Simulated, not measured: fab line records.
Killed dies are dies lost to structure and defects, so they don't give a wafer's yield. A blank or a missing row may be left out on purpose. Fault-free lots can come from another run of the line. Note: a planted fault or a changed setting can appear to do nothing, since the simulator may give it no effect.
Comparing a struck lot with a sound one :: flow sfqLine :: 18 steps out of a route of 325
Sound: the wafers L540.1, L540.5, L540.6. The struck wafers were L547.2, L547.5, L547.6. Last of all comes the cause.
Each step with rows lists, per side, the tool, then ch with its chambers, then its first start. Under that, the readings that differ: sound wafers :: struck wafers :: difference of the means :: sigmas: that difference in standard deviations of wafers without a fault.
alike: readings whose means differ by less than 2 such deviations, and words and numbers that are the same on both sides. not compared: withheld readings, readings that some wafer has no value for, bounds like >300 that may hide the same value, and numbers for which the record gives no deviation and whose values overlap.
A row with sigmas, a row that says differs or no value, or rows on one side alone: a step with any of these is where the two part. Numbers that have no deviation but don't overlap get no sigmas and don't part them. Lack of a reading on every wafer of one side parts them only where that side has two or more wafers.

first, 3 steps without rows for these wafers: SFQ_TRILAYER_I5_LITHO_EXPOSE_145 (exposes mask I5, target cd 700 nm); SFQ_TRILAYER_I5_LITHO_PEB_147 (peb time 60 s); SFQ_TRILAYER_I5_LITHO_DEVELOP_146 (time 60 s).
SFQ_I5_OVL_MEAS_936:
  struck on overlay-01, day 68 05:46; sound on overlay-02, day 62 03:01
  alike: I5_OVL
SFQ_TRILAYER_I5_BARC_OPEN_VIA_ETCH_200: etches BARC in O2, target depth 125 nm, time 41.7 s.
  sound on rieDiel-01 ch 0,1,2, day 62 03:03; struck on rieDiel-01 ch 1,2,3, day 68 05:48
  alike: drypumpMotorCurrentA, oesProductAu
  not compared: rfHoursCounterH
SFQ_TRILAYER_I5_ETCH_VIA_ETCH_147: etches the open film in CHF3, stops on Nb, target depth 360 nm.
  sound on rieDiel-01 ch 0,1,2, day 62 03:05; struck on rieDiel-01 ch 1,2,3, day 68 05:50
  alike: drypumpMotorCurrentA, oesProductAu
SFQ_TRILAYER_I5_STRIP_STRIP_148: strips in O2.
  sound on rieMetal-02 ch 0,1, day 62 03:14; struck on rieMetal-01 ch 0,1, day 68 05:59
  alike: drypumpMotorCurrentA, heBacksideLeakSccm, oesProductAu
  not compared: rfHoursCounterH
then, 5 steps without rows for these wafers: SFQ_TRILAYER_I5_STRIP_SOLV_CLEAN_149 (cleans in NMP, time 600 s); SFQ_TRILAYER_C5_LITHO_COAT_156 (resist thk 62 nm); SFQ_TRILAYER_C5_LITHO_COAT_151 (resist thk 650 nm); SFQ_TRILAYER_C5_LITHO_SOFTBAKE_155; SFQ_TRILAYER_C5_LITHO_EXPOSE_152 (exposes mask C5, target cd 500 nm).
SFQ_TRILAYER_C5_LITHO_PEB_154: peb time 60 s.
  sound on lithoTrack-04 ch 0, day 62 09:03; struck on lithoTrack-01 ch 0, day 68 13:35
  alike: resistLineTempC
then, 1 step without rows for these wafers: SFQ_TRILAYER_C5_LITHO_DEVELOP_153 (time 60 s).
SFQ_C5_OVL_MEAS_937:
  struck on overlay-02, day 68 13:52; sound on overlay-01, day 62 09:21
  alike: C5_OVL
SFQ_TRILAYER_C5_BARC_OPEN_VIA_ETCH_210: etches BARC in O2, target depth 125 nm, time 41.7 s.
  sound on rieDiel-02 ch 0,2,3, day 62 09:23; struck on rieDiel-03 ch 1,3, day 68 13:54
reading: model.C5.cdNm (nm)
sound: 500.8 500.6 502.6
struck: 527.7 529.2 527.4
difference: +26.8
sigmas: 
  alike: drypumpMotorCurrentA, oesProductAu
  not compared: rfHoursCounterH
SFQ_TRILAYER_C5_ETCH_VIA_ETCH_154: etches SiO2 in CHF3, stops on Nb, target depth 84 nm.
  sound on rieDiel-02 ch 0,2,3, day 62 09:25; struck on rieDiel-03 ch 1,3, day 68 13:56
reading: model.C5.cdNm (nm)
sound: 501.2 499.8 503.1
struck: 528.6 530 528.6
difference: +27.7
sigmas: 
  alike: drypumpMotorCurrentA, oesProductAu
SFQ_TRILAYER_C5_STRIP_STRIP_155: strips in O2.
  sound on rieMetal-02 ch 0,1, day 62 09:28; struck on rieMetal-03 ch 0,1, day 68 13:59
  alike: drypumpMotorCurrentA, heBacksideLeakSccm, oesProductAu
  not compared: rfHoursCounterH

== WHERE THEY PART ==
Nowhere in this record.

WHY: the cause the simulator had injected
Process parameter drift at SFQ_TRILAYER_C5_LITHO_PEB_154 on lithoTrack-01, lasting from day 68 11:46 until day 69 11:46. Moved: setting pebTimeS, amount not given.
